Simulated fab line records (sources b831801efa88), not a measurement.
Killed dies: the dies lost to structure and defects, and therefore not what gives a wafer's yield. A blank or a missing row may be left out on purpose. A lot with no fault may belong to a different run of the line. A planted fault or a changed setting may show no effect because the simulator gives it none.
Comparing a struck lot with a sound one	flow sfqLine	42 out of 325 route steps
Sound: the wafers L524.3, L524.5, L524.6. Wafers L525.1, L525.2, L525.5 were the ones struck. The cause is given at the end.
Order at every step that has rows: each side's tool, ch and its chambers, its first start. Under that, the readings that differ: sound wafers	struck wafers	difference of the means	sigmas: that difference in standard deviations of wafers without a fault.
alike: readings with means less than 2 such deviations apart, plus words and numbers identical on both sides. not compared: withheld readings, readings lacking a value on some wafer, bounds such as >300 that could conceal the same value, and numbers that have no deviation in the record and whose values overlap.
A row with sigmas, a row that says differs or no value, or rows on one side alone: a step with any of these is where the two part. Numbers that don't overlap but have no deviation are shown without sigmas and don't part them. Lack of a reading on every wafer of one side parts them only where that side has two or more wafers.

first, 6 steps without rows for these wafers: SFQ_TRILAYER_M2_LITHO_COAT_062 (resist thk 62 nm); SFQ_TRILAYER_M2_LITHO_COAT_057 (resist thk 600 nm); SFQ_TRILAYER_M2_LITHO_SOFTBAKE_061; SFQ_TRILAYER_M2_LITHO_EXPOSE_058 (exposes mask M2, target cd 500 nm); SFQ_TRILAYER_M2_LITHO_PEB_060 (peb time 60 s); SFQ_TRILAYER_M2_LITHO_DEVELOP_059 (time 60 s).
SFQ_M2_OVL_MEAS_916:
  struck on overlay-02, day 23 02:43; sound on overlay-02, day 22 06:13
  alike: M2_OVL
then, 2 steps without rows for these wafers: SFQ_TRILAYER_M2_BARC_OPEN_METAL_ETCH_077 (etches BARC in O2, target depth 125 nm, time 41.7 s); SFQ_TRILAYER_M2_ETCH_METAL_ETCH_060 (etches Nb in Cl2/Ar, stops on SiO2, target depth 240 nm, time 120 s).
SFQ_TRILAYER_M2_STRIP_STRIP_061: strips in O2.
  sound on rieMetal-04 ch 0, day 22 07:01; struck on rieMetal-02 ch 0,1, day 23 02:56
  alike: drypumpMotorCurrentA, oesProductAu
  not compared: rfHoursCounterH
then, 2 steps without rows for these wafers: SFQ_TRILAYER_M2_STRIP_SOLV_CLEAN_062 (cleans in NMP, time 600 s); SFQ_TRILAYER_I2_DEP_PECVD_063 (deposits SiO2 from SiH4/N2O, time 111.11 s, target thk 500 nm).
SFQ_TRILAYER_I2_CMP_CMP_064: polishes SiO2.
  sound on cmp-02 ch 1,2, day 22 15:49; struck on cmp-02 ch 0,1,3, day 23 12:49
reading	sound	struck	difference	sigmas
timeToEndpointS (s)	224 220 213	271 277 280	+57	+7
model.SiO2_of_TRILAYER_I2_DEP_PECVD_063.thkNm (nm)	201.4 201.4 199.5	302.2 303 305.4	+102.8	
  alike: motorCurrentA, slurryFlowMlMin
SFQ_I2_BOW_MEAS_917:
  struck on filmMetro-02, day 23 15:19; sound on filmMetro-02, day 22 18:21
  alike: I2_BOW
SFQ_TRILAYER_I2_METRO_MEASURE_065:
  struck on filmMetro-02, day 23 15:26; sound on filmMetro-02, day 22 18:50
reading	sound	struck	difference	sigmas
thkNm (nm)	201.6 201.5 199.6	302.3 303.3 305.5	+102.8	+86
then, 6 steps without rows for these wafers: SFQ_TRILAYER_I2_VIA_LITHO_COAT_072 (resist thk 62 nm); SFQ_TRILAYER_I2_VIA_LITHO_COAT_067 (resist thk 650 nm); SFQ_TRILAYER_I2_VIA_LITHO_SOFTBAKE_071; SFQ_TRILAYER_I2_VIA_LITHO_EXPOSE_068 (exposes mask I2, target cd 500 nm); SFQ_TRILAYER_I2_VIA_LITHO_PEB_070 (peb time 60 s); SFQ_TRILAYER_I2_VIA_LITHO_DEVELOP_069 (time 60 s).
-- the record jumps here: 3 days lie between the struck wafers' starts before and after --
SFQ_I2_OVL_MEAS_918:
  struck on overlay-02, day 26 18:58; sound on overlay-02, day 26 00:59
  alike: I2_OVL
SFQ_TRILAYER_I2_VIA_BARC_OPEN_VIA_ETCH_096: etches BARC in O2, target depth 125 nm, time 41.7 s.
  sound on rieDiel-04 ch 0,1,2, day 26 01:00; struck on rieDiel-04 ch 1,2, day 26 19:00
  alike: drypumpMotorCurrentA, oesProductAu
  not compared: rfHoursCounterH
SFQ_TRILAYER_I2_VIA_ETCH_VIA_ETCH_070: etches SiO2 in CHF3, stops on Nb, target depth 260 nm.
  sound on rieDiel-04 ch 0,1,2, day 26 01:02; struck on rieDiel-04 ch 1,2, day 26 19:02
reading	sound	struck	difference	sigmas
oesProductAu (a.u.)	0.847 0.859 0.849	1.008 0.993 0.999	+0.148	+31
model.I2.featureDepthNm (nm)	201.4 201.4 199.5	261.7 255.8 256.8	+57.3	
model.etch.depthNm (nm)	201.4 201.4 199.5	261.7 255.8 256.8	+57.3	
  alike: drypumpMotorCurrentA
SFQ_TRILAYER_I2_VIA_STRIP_STRIP_071: strips in O2.
  sound on rieMetal-02 ch 0,1, day 26 01:22; struck on rieMetal-02 ch 0,1, day 26 19:10
  alike: drypumpMotorCurrentA, oesProductAu
  not compared: rfHoursCounterH
then, 1 step without rows for these wafers: SFQ_TRILAYER_I2_VIA_STRIP_SOLV_CLEAN_072 (cleans in NMP, time 600 s).
SFQ_TRILAYER_M3_DEP_PRE_CLEAN_074: time 22.5 s.
  struck on pvdSputter-04, day 26 19:56; sound on pvdSputter-04, day 26 01:56
reading	sound	struck	difference	sigmas
model.SiO2_of_TRILAYER_I2_DEP_PECVD_063.thkNm (nm)	193.9 193.9 192	294.7 295.5 297.9	+102.8	
then, 1 step without rows for these wafers: SFQ_TRILAYER_M3_DEP_SPUTTER_073 (material Nb, target thk 200 nm, time 133.3 s).
SFQ_M3_RS_MEAS_919: the measuring method here is four-point-probe.
  struck on filmMetro-01, day 26 20:03; sound on filmMetro-03, day 26 02:05
  alike: M3_NB_RS
then, 6 steps without rows for these wafers: SFQ_TRILAYER_M3_LITHO_COAT_080 (resist thk 62 nm); SFQ_TRILAYER_M3_LITHO_COAT_075 (resist thk 600 nm); SFQ_TRILAYER_M3_LITHO_SOFTBAKE_079; SFQ_TRILAYER_M3_LITHO_EXPOSE_076 (exposes mask M3, target cd 500 nm); SFQ_TRILAYER_M3_LITHO_PEB_078 (peb time 60 s); SFQ_TRILAYER_M3_LITHO_DEVELOP_077 (time 60 s).
-- the record jumps here: 6 days lie between the struck wafers' starts before and after --
SFQ_M3_OVL_MEAS_921:
  struck on overlay-02, day 32 17:27; sound on overlay-02, day 32 00:40
  alike: M3_OVL
SFQ_TRILAYER_M3_BARC_OPEN_METAL_ETCH_100: etches BARC in O2, target depth 125 nm, time 41.7 s.
  sound on rieMetal-04 ch 0,1, day 32 00:43; struck on rieMetal-04 ch 0,1, day 32 17:29
  alike: drypumpMotorCurrentA, oesProductAu
  not compared: rfHoursCounterH
then, 1 step without rows for these wafers: SFQ_TRILAYER_M3_ETCH_METAL_ETCH_078 (etches Nb in Cl2/Ar, stops on SiO2, target depth 240 nm, time 120 s).
SFQ_TRILAYER_M3_STRIP_STRIP_079: strips in O2.
  sound on rieMetal-04 ch 0,1, day 32 01:04; struck on rieMetal-04 ch 0,1, day 32 17:40
  alike: drypumpMotorCurrentA, oesProductAu
  not compared: rfHoursCounterH
then, 2 steps without rows for these wafers: SFQ_TRILAYER_M3_STRIP_SOLV_CLEAN_080 (cleans in NMP, time 600 s); SFQ_TRILAYER_I3_DEP_PECVD_081 (deposits SiO2 from SiH4/N2O, time 111.11 s, target thk 500 nm).
-- the record jumps here: 56 days lie between the struck wafers' starts before and after --
SFQ_M8_BOW_MEAS_951:
  struck on filmMetro-02, day 89 01:53; sound on filmMetro-04, day 88 10:20
reading	sound	struck	difference	sigmas
model.etest.i2.linkOhm	1.943 1.966 1.948	1e+06 1e+06 1e+06	+1e+06	
  alike: M8_BOW

## WHERE THEY PART
First at SFQ_TRILAYER_I2_CMP_CMP_064; last, within this record, at SFQ_TRILAYER_I2_VIA_ETCH_VIA_ETCH_070. Later steps at which nothing parts them and some readings are alike: SFQ_TRILAYER_I2_VIA_STRIP_STRIP_071, SFQ_M3_RS_MEAS_919, SFQ_M3_OVL_MEAS_921, SFQ_TRILAYER_M3_BARC_OPEN_METAL_ETCH_100, SFQ_TRILAYER_M3_STRIP_STRIP_079, SFQ_M8_BOW_MEAS_951.

WHY: what had been put in by the simulator
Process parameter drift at SFQ_TRILAYER_I2_CMP_CMP_064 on cmp-02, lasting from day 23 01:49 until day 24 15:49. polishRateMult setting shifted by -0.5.
